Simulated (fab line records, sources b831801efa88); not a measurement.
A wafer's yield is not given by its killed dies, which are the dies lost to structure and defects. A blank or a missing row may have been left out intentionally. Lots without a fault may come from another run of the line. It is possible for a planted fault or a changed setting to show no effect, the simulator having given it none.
A lot that was struck, set against a sound lot -- flow sky130 -- 19 steps out of a route of 708
Sound: the wafers L755.1, L755.3, L755.4. Wafers struck: L746.1, L746.2, L746.4. Last of all comes the cause.
At each step with rows: each side's tool, then ch and its chambers, then its first start. Under that, the readings that differ: sound wafers -- struck wafers -- difference of the means -- sigmas: that difference in standard deviations of wafers without a fault.
alike: readings whose means differ by less than 2 such deviations, and words and numbers that are the same on both sides. not compared: withheld readings, readings that some wafer has no value for, bounds like >300 that may hide the same value, and numbers for which the record gives no deviation and whose values overlap.
The two part at a step that has a row with sigmas, a row that says differs or no value, or rows on one side only. When numbers do not overlap yet have no deviation, they are printed without sigmas and do not part them. Lack of a reading on every wafer of one side parts them only where that side has two or more wafers.

first, 1 step without rows for these wafers: SKY_FIELD_ISO_ANNEAL_26 (time 1800 s).
SKY_FIELD_ISO_CMP_27: polishes, stops on Si3N4, t overpolish 16 s, target thk 457.8 nm.
  sound on cmp-02 ch 0,2,3, day 5 15:05; struck on cmp-02 ch 0,1,2, day 3 18:47
  alike: motor-current-A, overpolish-run-s, slurry-flow-ml-min, time-to-endpoint-s
then, 5 steps without rows for these wafers: SKY_FIELD_ISO_WET_ETCH_28 (etches SiO2 in dHF, target depth 23.7 nm, time 47 s); SKY_FIELD_ISO_WET_ETCH_29 (etches Si3N4 in H3PO4, target depth 160 nm, time 1825 s); SKY_FIELD_ISO_WET_ETCH_30 (etches SiO2 in dHF, target depth 25 nm, time 50 s); SKY_NWELL_CLEAN_00 (cleans in SC1/SC2, time 150 s); SKY_NWELL_OXIDATION_01 (stabilise 600 s, purge 300 s, target thk 10 nm).
SKY_NWELL_THK_MEAS_02:
  sound on film-metro-01 at day 5 17:25; struck on film-metro-01 at day 3 21:07
  alike: NWELL_OXIDATION_THK
then, 4 steps without rows for these wafers: SKY_DNWELL_DEHYDRATE_00 (time 60 s); SKY_DNWELL_HMDS_01 (prime time 60 s); SKY_DNWELL_COAT_02 (resist thk 3000 nm); SKY_DNWELL_SOFTBAKE_03.
SKY_DNWELL_EXPOSE_04: exposes mask DNM, target cd 3000 nm.
  struck on iline-stepper-02, day 4 05:37; sound on iline-stepper-02 ch 0, day 6 02:11
  no value came back on the struck wafers for exposure-dose-mJ-cm2, focus-offset-nm (nm); on the sound wafers exposure-dose-mJ-cm2 reads 221.97 221.83 221.74
  alike: mask
then, 3 steps without rows for these wafers: SKY_DNWELL_PEB_05; SKY_DNWELL_DEVELOP_06 (develop time 60 s); SKY_DNWELL_IMPLANT_07.
SKY_DNWELL_STRIP_08: strips in O2/N2.
  sound on plasma-asher-04 ch 0,1, day 6 11:41; struck on plasma-asher-03 ch 0,1, day 4 14:20
  alike: drypump-motor-current-A, oes-product-au, strip-time-to-endpoint-s
  not compared: rf-hours-counter-h
SKY_DNWELL_TW_MEAS_09:
  sound on film-metro-01 at day 6 11:47; struck on film-metro-03 at day 4 14:26
reading,sound,struck,difference,sigmas
DNWELL_TW,1125 1123 1121,30 30 30,-1093,-99 or more
then, 1 step without rows for these wafers: SKY_PWDE_DEHYDRATE_00 (time 60 s).

## WHERE THEY PART
At SKY_DNWELL_EXPOSE_04 first; at SKY_DNWELL_TW_MEAS_09 last (within this record only).

WHY: whatever the simulator had introduced
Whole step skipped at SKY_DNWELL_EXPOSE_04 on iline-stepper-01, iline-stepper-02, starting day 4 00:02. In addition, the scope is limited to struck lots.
